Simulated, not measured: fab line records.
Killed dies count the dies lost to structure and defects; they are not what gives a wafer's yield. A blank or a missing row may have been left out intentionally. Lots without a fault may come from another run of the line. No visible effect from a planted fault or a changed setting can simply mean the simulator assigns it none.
Problem report, 8D (eight disciplines) form, completed by code | flow sfq-line | the parts of the form that need people (team, actions taken, sign-off) are left out

== 1. PROBLEM STATEMENT ==
Wafers without a fault read 2999.9 rpm, standard deviation 1.9; spin-speed-rpm at SFQ_TRILAYER_C5_LITHO_COAT_156 reads a mean of 2954.8 rpm on 6 wafers belonging to 2 lots. That puts it -24 standard deviations away from the usual mean.
The step: resist thk 62 nm.
The first sign was on wafer L470.1 at day 64 06:31, on litho-track-03. The record has a number at this step for 18 wafers belonging to 6 lots. The rule behind "out" and "out of limits": a value lying over 4 standard deviations away from the usual mean. Any other wafer with a number is counted as sound.

== 2. WHAT IT IS, AND WHAT IT ISN'T ==
question                    | is                     | is not
which readings at this step | spin-speed-rpm         | -
which lots                  | L470, L471             | L468, L483, L485, L486
which wafers of those lots  | all that have a number | -
read on which tools         | litho-track-03         | litho-track-02, litho-track-04
when                        | from day 64 06:31      | up to then (3 sound wafers); but 9 sound wafers of L483, L485, L486 came after

== 3. SUSPECTS, AND WHAT RULES EACH OUT ==
Counting: a tool stays on the suspect list if, at a process step up to the reading, it processed all lots that are out and no sound lot following the first of them.
- litho-track-03 at SFQ_TRILAYER_C5_LITHO_COAT_156 (resist thk 62 nm): ruled out as a lasting fault. After its first lot that is out, L470 (day 64 06:31), sound lots L483 ran on it.
Left after counting: nothing in the record.

== 4. THE CAUSE (what the simulator had put in) ==
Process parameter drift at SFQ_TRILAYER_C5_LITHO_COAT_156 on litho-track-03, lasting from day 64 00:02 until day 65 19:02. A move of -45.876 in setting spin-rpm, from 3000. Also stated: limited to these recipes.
Counting ruled it out, wrongly.

== 5. THE CHAIN OF EFFECTS, in route order ==
Each row: a reading whose mean over the struck wafers that have a number lies more than 3 standard deviations from the usual. Readings are gone through only where the record gives a usual standard deviation; hours: the median, over the lots, of the time from a lot's start at the first step in this table giving one to that lot's start at this step; sigmas: the change measured in usual standard deviations.
hours | step                           | reading        | usual      | on struck wafers | change | sigmas
0     | SFQ_TRILAYER_C5_LITHO_COAT_156 | spin-speed-rpm | 2999.9 rpm | 2954.8           | -45.1  | -24
Process steps it contains:
- SFQ_TRILAYER_C5_LITHO_COAT_156: resist thk 62 nm.
At these later measuring or inspecting steps, every struck wafer for which the step has a row has a number for every such reading, and none has moved that far: SFQ_C5_OVL_MEAS_937.

== 6. WHAT WOULD HAVE CAUGHT IT SOONER ==
The fault began at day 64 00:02; the first out-of-limits reading in this record came at day 64 06:31, 6 hours later.
